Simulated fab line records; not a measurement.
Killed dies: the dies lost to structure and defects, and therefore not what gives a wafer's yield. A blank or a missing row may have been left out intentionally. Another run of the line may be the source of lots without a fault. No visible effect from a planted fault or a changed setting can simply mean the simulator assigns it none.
Which of the tools did it? | flow sky130 | 42 wafers from 14 lots sampled at 5 of the route's 708 steps

## WHAT EACH GAUGE READ, for each wafer
SKY_VT_ADJUST_HVTP_OVL_MEAS_08. Usual: VT_ADJUST_HVTP_OVL 0.2 nm, standard deviation 1.5.
lot  | measured     | on         | VT_ADJUST_HVTP_OVL (nm) | flag
L652 | day 6 05:11  | overlay-01 | 0.2 0.1 1.5             |
L653 | day 6 06:30  | overlay-01 | 1.4 0.0 1.3             |
L654 | day 6 11:00  | overlay-01 | 0.4 0.0 -0.4            |
L655 | day 6 22:54  | overlay-01 | 1.7 -0.1 1.2            |
L657 | day 7 10:21  | overlay-02 | -2.0 -2.0 -1.9          |
L658 | day 7 17:42  | overlay-01 | 2.5 2.4 0.8             |
L667 | day 10 00:18 | overlay-02 | -0.1 1.1 0.7            |
L668 | day 10 05:57 | overlay-01 | -1.7 -0.6 -0.2          |
L669 | day 10 13:00 | overlay-01 | 3.2 4.4 4.5             |
L670 | day 10 21:00 | overlay-02 | -1.4 -2.1 -1.0          |
L671 | day 11 05:00 | overlay-02 | -1.2 -1.3 -1.6          |
L672 | day 11 09:08 | overlay-02 | -0.3 -1.7 -2.1          |
L673 | day 11 13:59 | overlay-01 | 0.1 1.6 2.6             |
L675 | day 12 04:06 | overlay-01 | -0.6 -1.8 -1.4          |

SKY_POLY_GATE_THK_MEAS_01. Usual: POLY_GATE_CVD_00_THK 179.7 nm, standard deviation 1.9.
lot  | measured     | on            | POLY_GATE_CVD_00_THK (nm) | flag
L652 | day 13 23:04 | film metro-03 | 178.4 177.9 178.7         |
L653 | day 14 02:32 | film metro-03 | 179.9 178.4 178.9         |
L654 | day 14 12:28 | film metro-04 | 174.6 175.9 176.5         |
L655 | day 15 05:37 | film metro-01 | 174.3 177.3 176.0         |
L657 | day 15 16:57 | film metro-03 | 190.1 190.1 190.5         | OFF
L658 | day 16 05:38 | film metro-03 | 186.5 186.8 187.4         | OFF
L667 | day 19 06:06 | film metro-01 | 179.0 180.6 178.9         |
L668 | day 19 09:25 | film metro-03 | 178.9 178.7 180.2         |
L669 | day 20 00:35 | film metro-01 | 183.9 183.3 181.8         |
L670 | day 20 07:08 | film metro-04 | 180.3 181.0 182.1         |
L671 | day 20 18:44 | film metro-03 | 178.5 179.2 178.6         |
L672 | day 21 02:53 | film metro-03 | 180.4 180.9 182.6         |
L673 | day 21 05:53 | film metro-03 | 181.9 182.4 182.6         |
L675 | day 22 01:05 | film metro-03 | 179.9 179.8 179.9         |

## TOOL THAT RAN EACH LOT (tool first, then ch and the chambers of the sampled wafers, then the start)
lot  | SKY_VT_ADJUST_LVTN_STRIP_09          | SKY_VT_ADJUST_PCH_STRIP_09           | SKY_POLY_GATE_CVD_00
L652 | plasma asher-04 ch 0,1, day 7 00:27  | plasma asher-04 ch 0,1, day 10 12:45 | lpcvd-01 ch 1, day 13 21:52
L653 | plasma asher-04 ch 0,1, day 7 01:42  | plasma asher-04 ch 0,1, day 10 13:58 | lpcvd-01 ch 1, day 14 01:19
L654 | plasma asher-04 ch 0,1, day 7 07:07  | plasma asher-03 ch 0,1, day 10 21:11 | lpcvd-01 ch 1, day 14 10:38
L655 | plasma asher-02 ch 0, day 7 19:57    | plasma asher-04 ch 0,1, day 11 11:34 | lpcvd-01 ch 0, day 15 04:24
L657 | plasma asher-04 ch 0,1, day 8 07:34  | plasma asher-01 ch 0, day 12 00:09   | lpcvd-01 ch 1, day 15 15:44
L658 | plasma asher-04 ch 0,1, day 8 14:23  | plasma asher-04 ch 0,1, day 12 09:17 | lpcvd-01 ch 1, day 16 04:25
L667 | plasma asher-01 ch 0,1, day 10 23:43 | plasma asher-03 ch 0,1, day 15 04:25 | lpcvd-01 ch 1, day 19 04:54
L668 | plasma asher-04 ch 0,1, day 11 05:01 | plasma asher-03 ch 0,1, day 15 09:07 | lpcvd-01 ch 1, day 19 08:13
L669 | plasma asher-02 ch 0,1, day 11 12:26 | plasma asher-01 ch 0,1, day 15 17:26 | lpcvd-01 ch 0, day 19 23:22
L670 | plasma asher-04 ch 0,1, day 11 21:01 | plasma asher-04 ch 0,1, day 16 02:36 | lpcvd-01 ch 1, day 20 05:55
L671 | plasma asher-04 ch 0,1, day 12 04:40 | plasma asher-01 ch 0,1, day 16 13:22 | lpcvd-01 ch 0, day 20 17:32
L672 | plasma asher-04 ch 0,1, day 12 09:55 | plasma asher-03 ch 1, day 16 20:22   | lpcvd-01 ch 0, day 21 01:41
L673 | plasma asher-01 ch 0,1, day 12 14:02 | plasma asher-01 ch 0,1, day 16 22:18 | lpcvd-01 ch 1, day 21 04:40
L675 | plasma asher-01 ch 0,1, day 13 04:40 | plasma asher-04 ch 0,1, day 17 17:01 | lpcvd-01 ch 1, day 21 23:53
- SKY_VT_ADJUST_LVTN_STRIP_09: strips in O2/N2.
- SKY_VT_ADJUST_PCH_STRIP_09: strips in O2/N2.
- SKY_POLY_GATE_CVD_00: deposits poly-Si, target thk 180 nm, time 720 s.

## AS READ BY THE TOOLS THEMSELVES (means over the sampled wafers that have a number; for cases with no such wafer, the mark the record gives instead)
SKY_VT_ADJUST_LVTN_STRIP_09. Usual: drypump motor current A 5.7 A, standard deviation 0.36; oes product au 0.723 a.u., standard deviation 0.0044; strip time to endpoint s 37.15 s, standard deviation 0.086.
lot  | tool            | drypump motor current A (A) | oes product au (a.u.) | strip time to endpoint s (s) | flag
L652 | plasma asher-04 | 5.7                         | 0.721                 | 37.04                        |
L653 | plasma asher-04 | 5.7                         | 0.721                 | 37.17                        |
L654 | plasma asher-04 | 5.7                         | 0.727                 | 37.10                        |
L655 | plasma asher-02 | 6.4                         | 0.721                 | 37.03                        |
L657 | plasma asher-04 | 5.7                         | 0.721                 | 37.11                        |
L658 | plasma asher-04 | 5.6                         | 0.722                 | 37.20                        |
L667 | plasma asher-01 | 5.2                         | 0.726                 | 37.11                        |
L668 | plasma asher-04 | 5.6                         | 0.723                 | 37.21                        |
L669 | plasma asher-02 | 6.2                         | 0.721                 | 37.34                        |
L670 | plasma asher-04 | 5.6                         | 0.722                 | 37.07                        |
L671 | plasma asher-04 | 5.6                         | 0.718                 | 37.14                        |
L672 | plasma asher-04 | 5.5                         | 0.725                 | 37.16                        |
L673 | plasma asher-01 | 5.3                         | 0.723                 | 37.11                        |
L675 | plasma asher-01 | 5.3                         | 0.718                 | 37.18                        |

SKY_VT_ADJUST_PCH_STRIP_09. Usual: drypump motor current A 5.6 A, standard deviation 0.36; oes product au 0.723 a.u., standard deviation 0.0049; strip time to endpoint s 36.92 s, standard deviation 0.079.
lot  | tool            | drypump motor current A (A) | oes product au (a.u.) | strip time to endpoint s (s) | flag
L652 | plasma asher-04 | 5.5                         | 0.723                 | 36.94                        |
L653 | plasma asher-04 | 5.5                         | 0.722                 | 36.84                        |
L654 | plasma asher-03 | 5.7                         | 0.723                 | 36.96                        |
L655 | plasma asher-04 | 5.7                         | 0.721                 | 36.86                        |
L657 | plasma asher-01 | 5.0                         | 0.721                 | 36.90                        |
L658 | plasma asher-04 | 5.7                         | 0.718                 | 36.73                        |
L667 | plasma asher-03 | 6.0                         | 0.723                 | 36.87                        |
L668 | plasma asher-03 | 6.0                         | 0.724                 | 36.84                        |
L669 | plasma asher-01 | 5.3                         | 0.724                 | 36.92                        |
L670 | plasma asher-04 | 5.6                         | 0.724                 | 36.94                        |
L671 | plasma asher-01 | 5.4                         | 0.726                 | 36.87                        |
L672 | plasma asher-03 | 5.4                         | 0.723                 | 36.95                        |
L673 | plasma asher-01 | 5.4                         | 0.724                 | 37.00                        |
L675 | plasma asher-04 | 5.6                         | 0.723                 | 36.91                        |

## THE ANSWER, worked out from the rows above alone
Rule: take the mean of a lot's wafers that have a number; if it is more than 3 standard deviations from the usual mean, the lot is off. Also off: a lot with no number at a reading for which 4 or more lots have one. Any other lot the step has rows for is counted as sound. Order of review: gauges by route order, followed by the tools' own readings, for which a lot's mean as printed above is used. At the first step where some lot is off, the reading lying furthest off is the one used; lots without a number count as furthest.
Off: at SKY_POLY_GATE_THK_MEAS_01 (POLY_GATE_CVD_00_THK), L657, L658.
A tool fits if, at a process step before that reading, it ran every lot that is off, and no sound lot after the first of them. Those tools and the gauges at SKY_POLY_GATE_THK_MEAS_01 are tried in the same way. Not one of the candidates tried fits.

## WHAT THE SIMULATOR PUT IN
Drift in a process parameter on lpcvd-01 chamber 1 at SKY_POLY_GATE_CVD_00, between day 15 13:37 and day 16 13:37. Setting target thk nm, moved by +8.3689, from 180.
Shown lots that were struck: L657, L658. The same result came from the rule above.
